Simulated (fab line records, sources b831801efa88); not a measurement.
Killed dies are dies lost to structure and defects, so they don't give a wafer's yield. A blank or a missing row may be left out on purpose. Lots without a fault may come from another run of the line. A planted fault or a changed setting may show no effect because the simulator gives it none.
Problem report in the 8D (eight disciplines) form, filled by code | flow sky130 | the parts of the form that need people (team, actions taken, sign-off) are left out

1. THE PROBLEM
killed_at_front_end at SKY_PAD_OPEN_PROBE_99 reads a mean of 42 on 2 wafers of 2 lots; wafers without a fault read 16 with a standard deviation of 4.3. That is +5.9 standard deviations from the usual mean.
First seen on wafer L169.3, day 49 01:50, on prober-02. The record holds 12 wafers of 4 lots with a number at this step. Rule for "out", or "out of limits": more than 4 standard deviations from the usual mean. The other wafers with a number count as sound.

2. WHAT IT IS AND WHAT IT IS NOT
question                    | is                                 | is not
which readings at this step | killed_at_front_end, killed_on_rim | killed_at_M0_to_M3, killed_at_M4_up, killed_at_contacts, killed_at_other, killed_open, killed_short
which lots                  | L168, L169                         | L173, L177
which wafers of those lots  | L168.2, L169.3                     | L168.1, L168.6, L169.4, L169.6
read on which tools         | prober-01, prober-02               | -
when                        | from day 49 01:50                  | up to then (0 sound wafers); but 10 sound wafers of L168, L169, L173, L177 came after

3. SUSPECTS, AND WHAT RULES EACH OUT
Counting: a tool at a process step up to the reading stays a suspect if it ran every lot that is out. Sound lots after the first of them don't rule it out here, since some wafers of a struck lot are sound.
- plasma_asher-04 at SKY_LDD_HVN_STRIP_09 (strips in O2/N2): kept. It ran every lot that is out, first L168 (day 25 03:40).
- plasma_asher-04 at SKY_LDD_LDN_STRIP_12 (strips in O2/N2): kept. It ran every lot that is out, first L168 (day 27 14:01).
- Within plasma_asher-04 at SKY_LDD_HVN_STRIP_09: the wafers that are out ran in chamber 0; their sound lot-mates ran in chamber 1.
Left after counting: plasma_asher-04 at SKY_LDD_HVN_STRIP_09, plasma_asher-04 at SKY_LDD_LDN_STRIP_12.

4. THE CAUSE (what the simulator had put in)
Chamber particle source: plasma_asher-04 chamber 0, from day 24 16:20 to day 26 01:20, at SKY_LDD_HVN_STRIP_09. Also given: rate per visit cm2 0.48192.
Counting left 2 suspects, and this tool is among them.

5. THE CHAIN OF EFFECTS, in route order
Each row: a reading whose mean over the struck wafers that have a number lies more than 3 standard deviations from the usual. Only readings for which the record gives a usual standard deviation are gone through. hours: the time from each lot's start at the first step in this table that gives one to its start at this step, as a median over the lots. sigmas: the change in usual standard deviations.
hours | step                  | reading             | usual | on struck wafers | change | sigmas
0     | SKY_PAD_OPEN_PROBE_99 | killed_at_front_end | 16    | 42               | +26    | +5.9
0     | SKY_PAD_OPEN_PROBE_99 | killed_dies         | 88    | 118              | +30    | +3.2
0     | SKY_PAD_OPEN_PROBE_99 | killed_on_rim       | 17    | 32               | +15    | +4.1
The process steps in it:
- SKY_PAD_OPEN_PROBE_99

6. WHAT WOULD HAVE CAUGHT IT SOONER
In this record the first reading out of limits was taken at day 49 01:50, 585 hours after the fault began at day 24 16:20.
Of the tool readings at SKY_LDD_HVN_STRIP_09 for which the record gives a usual standard deviation, none was out on any struck wafer, so an alarm limit of 4 standard deviations on them would not have fired.
All the lots that are out (2) had begun SKY_LDD_HVN_STRIP_09 on plasma_asher-04 by day 49 01:50. A hold on the tool at that time would have spared none of them.
